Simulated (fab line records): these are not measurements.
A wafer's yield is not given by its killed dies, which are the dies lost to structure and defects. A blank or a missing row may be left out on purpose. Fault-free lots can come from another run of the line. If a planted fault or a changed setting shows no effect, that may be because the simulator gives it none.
Comparing a struck lot with a sound one || flow gf180mcu || 15 steps out of a route of 602
Sound: the wafers L981.2, L981.3, L981.6. Struck: wafer L996.3 (left out: L996.2, L996.5 of the same lot, which were not struck); the cause appears at the end.
At each step with rows: each side's tool, then ch and its chambers, then its first start. Under that, the readings that differ: sound wafers || struck wafers || difference of the means || sigmas: that difference in standard deviations of wafers without a fault.
alike: a reading whose means differ by less than 2 such deviations, as well as words and numbers matching on both sides. not compared: withheld readings; readings where some wafer has no value; bounds like >300 that might hide an equal value; numbers whose values overlap and for which the record gives no deviation.
Wherever a step has rows on one side only, a row that says differs or no value, or a row with sigmas, the two part there. Non-overlapping numbers with no deviation appear without sigmas and do not part them. A reading missing from all wafers of one side parts the sides only when that side holds two or more wafers.

GF_V3_OVL_MEAS_15:
  sound on overlay-02 at day 22 19:45; struck on overlay-01 at day 28 01:56
{"reading": "V3_OVL (nm)", "sound": "6 7 4", "struck": 19, "difference": "+13", "sigmas": "+2"}
then, 1 step without rows for these wafers: GF_V3_ETCH_16 (etches BARC in N2/H2).
GF_V3_ETCH_17: etches SiO2 in C4F8/O2/Ar, stops on TiN, target depth 635 nm.
  sound: rieDiel-01 ch 1,2,3; struck: rieDiel-03 ch 2
{"reading": "biasW (W)", "sound": "1207 1199 1193", "struck": 1208, "difference": "+8", "sigmas": "+2"}
  alike: oesProductAu
GF_V3_STRIP_18: strips in O2/N2.
  sound on plasmaAsher-01 ch 0,1, day 22 19:55; struck on plasmaAsher-04 ch 0, day 28 02:05
  alike: drypumpMotorCurrentA, heaterPowerW, n2FlowSccm, oesProductAu
  not compared: rfHoursCounterH
then, 2 steps without rows for these wafers: GF_V3_STRIP_19 (strips in post etch residue remover, time 1200 s); GF_V3_CLEAN_20 (cleans in DIW).
GF_V3_SPUTTER_21: material Ti, target thk 15 nm, time 80.02 s.
  sound on pvdSputter-03 at day 22 20:27; struck on pvdSputter-01 at day 28 02:42
  alike: throttleValvePct
then, 2 steps without rows for these wafers: GF_V3_SPUTTER_22 (material TiN, target thk 10 nm, time 40 s); GF_V3_CVD_23 (deposits W, target thk 350 nm, time 104.9 s).
GF_V3_RS_MEAS_24: the measuring method here is four-point-probe.
  sound on filmMetro-04 at day 22 20:41; struck on filmMetro-03 at day 28 02:56
  alike: V3_W_RS
GF_V3_THK_MEAS_25: measures by xrf.
  sound on filmMetro-04 at day 22 20:47; struck on filmMetro-03 at day 28 03:02
{"reading": "V3_W_THK (nm)", "sound": "361 360 361", "struck": 349, "difference": -12, "sigmas": -2}
GF_V3_CMP_26: polishes, stops on SiO2, t overpolish 16.34 s, target thk 0 nm.
  sound on cmp-02 ch 0,3, day 22 20:50; struck on cmp-01 ch 1, day 28 03:05
  alike: motorCurrentA, overpolishRunS, timeToEndpointS
GF_M4_SPUTTER_00: material Ti, target thk 37.5 nm, time 150 s.
  sound on pvdSputter-04 at day 22 21:08; struck on pvdSputter-04 at day 28 03:23
{"reading": "model.Ti_of_M4_SPUTTER_00.thkNm (nm)", "sound": "37.11 37.22 37.25", "struck": 32.92, "difference": -4.27, "sigmas": ""}
  alike: throttleValvePct
GF_M4_SPUTTER_01: material TiN, target thk 30 nm, time 25 s.
  sound on pvdSputter-04 at day 22 21:14; struck on pvdSputter-04 at day 28 03:29
  alike: throttleValvePct
GF_PASSIVATION_PROBE_99:
  the record holds rows for the sound wafers here (prober-01, day 29 16:24) but none for the struck ones

== WHERE THEY PART ==
Earliest at GF_V3_OVL_MEAS_15; latest, in this record, at GF_PASSIVATION_PROBE_99.

WHY: the cause the simulator had injected
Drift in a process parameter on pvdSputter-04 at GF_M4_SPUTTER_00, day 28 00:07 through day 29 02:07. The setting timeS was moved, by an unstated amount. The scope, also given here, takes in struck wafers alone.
